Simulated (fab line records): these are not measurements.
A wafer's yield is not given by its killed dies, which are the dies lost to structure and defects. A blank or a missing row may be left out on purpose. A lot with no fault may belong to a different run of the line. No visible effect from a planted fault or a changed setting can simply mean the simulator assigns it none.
Which tool is to blame? + flow sky130 + 33 wafers from 11 lots sampled at 3 of the route's 708 steps

## WHAT EACH GAUGE READ, for each wafer
SKY_METAL1_RS_MEAS_05: measures by four-point-probe.
| lot  | measured     | on            | METAL1_ALCU_RS (ohm/sq) |
|------|--------------|---------------|-------------------------|
| L779 | day 32 23:50 | film-metro-02 | 0.1273 0.1251 0.1257    |
| L783 | day 33 04:01 | film-metro-01 | 0.1259 0.1239 0.1250    |
| L784 | day 33 17:08 | film-metro-04 | 0.1266 0.1249 0.1258    |
| L785 | day 33 17:25 | film-metro-01 | 0.1261 0.1271 0.1260    |
| L794 | day 36 22:22 | film-metro-01 | 8.5578 8.5567 8.6074    |
| L792 | day 36 23:05 | film-metro-01 | 8.4809 8.5588 8.5734    |
| L796 | day 37 00:37 | film-metro-01 | 8.4405 8.4588 8.5410    |
| L797 | day 37 23:12 | film-metro-02 | 0.1257 0.1256 0.1250    |
| L800 | day 38 08:14 | film-metro-01 | 0.1258 0.1253 0.1252    |
| L798 | day 38 08:36 | film-metro-02 | 0.1248 0.1255 0.1269    |
| L801 | day 38 11:12 | film-metro-04 | 0.1258 0.1237 0.1260    |

## TOOL THAT RAN EACH LOT (tool first, then ch and the chambers of the sampled wafers, then the start)
| lot  | SKY_METAL1_SPUTTER_00        | SKY_METAL1_SPUTTER_02        |
|------|------------------------------|------------------------------|
| L779 | pvd-sputter-04, day 32 23:42 | pvd-sputter-04, day 32 23:45 |
| L783 | pvd-sputter-02, day 33 03:51 | pvd-sputter-02, day 33 03:54 |
| L784 | pvd-sputter-04, day 33 16:58 | pvd-sputter-04, day 33 17:01 |
| L785 | pvd-sputter-03, day 33 17:16 | pvd-sputter-03, day 33 17:19 |
| L794 | pvd-sputter-04, day 36 22:13 | pvd-sputter-04, day 36 22:16 |
| L792 | pvd-sputter-04, day 36 22:57 | pvd-sputter-04, day 36 23:00 |
| L796 | pvd-sputter-03, day 37 00:28 | pvd-sputter-03, day 37 00:31 |
| L797 | pvd-sputter-02, day 37 23:04 | pvd-sputter-02, day 37 23:07 |
| L800 | pvd-sputter-03, day 38 08:04 | pvd-sputter-03, day 38 08:07 |
| L798 | pvd-sputter-02, day 38 08:26 | pvd-sputter-02, day 38 08:29 |
| L801 | pvd-sputter-04, day 38 11:02 | pvd-sputter-04, day 38 11:05 |
- SKY_METAL1_SPUTTER_00: material Ti, target thk 15 nm, time 10 s.
- SKY_METAL1_SPUTTER_02: material AlCu, target thk 250 nm, time 13.3 s.

## THE ANSWER, worked out from the rows above alone
Rule: what is usual is taken from the lots themselves. Put in order of their means at a reading, lots are off if they are a third of the lots or fewer, leave a main group of 4 or more, and stand apart from it by a gap of 3 or more times the standard deviation of the main group's means; of several such gaps the widest counts. The tables above print the reading to a certain number of digits; a main group whose means all agree to those digits is not used. Also off: a lot with no number at a reading for which 4 or more lots have one. Where the step has rows for the other lots, those lots are counted as sound.
Off: at SKY_METAL1_RS_MEAS_05 (METAL1_ALCU_RS), L794, L792, L796. For the main group the mean is 0.1256 ohm/sq and the standard deviation 0.00044.
If a tool, at a process step before that reading, ran all the lots that are off and no sound lot after the first of them, it fits. Those tools and the gauges at SKY_METAL1_RS_MEAS_05 are tried in the same way. No candidate that was tried fits.

## WHAT THE SIMULATOR HAD PUT IN
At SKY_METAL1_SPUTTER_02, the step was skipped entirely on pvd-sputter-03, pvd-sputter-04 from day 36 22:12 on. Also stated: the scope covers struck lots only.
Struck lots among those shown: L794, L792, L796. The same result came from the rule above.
